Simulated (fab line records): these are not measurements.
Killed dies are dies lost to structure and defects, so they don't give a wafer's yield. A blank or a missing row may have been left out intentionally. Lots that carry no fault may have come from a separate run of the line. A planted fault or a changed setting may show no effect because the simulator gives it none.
One fault through the eyes of 2 desks	flow gf180mcu	only its own numbers are on each desk; what lay behind them is given at the end

AT THE METROLOGY DESK
Lot by lot, what the gauges showed, no matter which tool ran the lot: averages of those sampled wafers that carry a number. A lot is out of limits, marked OUT, if its mean lies more than 4 standard deviations from the usual mean; the brackets give that distance.
Columns: A = HV_LDD_02_OVL at GF_HV_LDD_OVL_MEAS_32, usual -0.9 nm; B = NSD_RS at GF_PSD_RS_MEAS_14, usual 46.18 ohm/sq; C = SAB_CVD_00_THK at GF_SAB_THK_MEAS_01, usual 49.7 nm
lot	first seen here	A	B	C
L303	day 11 08:35	-0.1	46.20	49.9
L304	day 11 21:07	-0.1	46.21	49.8
L305	day 12 01:42	-2.0	46.13	50.5
L307	day 12 21:26	-0.9	46.29	49.5
L308	day 13 07:10	-1.5	46.16	48.4
L309	day 13 13:59	-0.6	46.19	50.0
L311	day 14 05:47	-1.2	46.15	49.1
L314	day 15 02:38	-0.3	46.12	49.2
L316	day 15 23:17	-1.7	46.21	49.3
L317	day 16 06:08	0.2	46.18	50.1
L319	day 16 13:53	0.1	45.47 (-9.5) OUT	49.9
L323	day 18 03:20	-0.9	45.75 (-5.8) OUT	50.0
This desk's finding: out of limits on L319, L323; first on L319, day 19 14:57 (NSD_RS at GF_PSD_RS_MEAS_14). L303, L304, L305, L307, L308, L309, L311, L314, L316, L317 stayed within limits.

TOOL OWNER'S DESK, implanter-02
For each lot that ran on this tool, the mean over its sampled wafers that have a number, from the tool's own readings at GF_NSD_IMPLANT_09. A lot is out of limits, marked OUT, if its mean lies more than 4 standard deviations from the usual mean; the brackets give that distance.
Columns: A = beam-on-s at GF_NSD_IMPLANT_09, usual 16.4 s; B = faraday-current-uA at GF_NSD_IMPLANT_09, usual 13351
lot	first seen here	A	B
L314	day 17 02:01	15.7	13862
L316	day 18 00:20	16.2	13490
L317	day 18 07:19	16.1	13463
L319	day 18 14:53	19.0	11756
L323	day 20 07:05	18.1	12292
Result from this desk: across the 5 lots, nothing is out of limits.

PUT TOGETHER
On L319, L323, the metrology desk was in a position to raise an alarm at day 19 14:57.
The tool owner's desk saw nothing out of limits.
On record at the tool owner's desk: L319, L323, within its limits.
All the named lots went through GF_NSD_IMPLANT_09 on implanter-02.

WHAT THE SIMULATOR PUT IN
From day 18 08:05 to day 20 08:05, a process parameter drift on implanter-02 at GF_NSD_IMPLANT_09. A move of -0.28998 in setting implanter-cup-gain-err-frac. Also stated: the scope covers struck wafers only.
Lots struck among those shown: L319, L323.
Time in hours between the start of the fault and the first out-of-limits reading at each desk: metrology desk, 31.
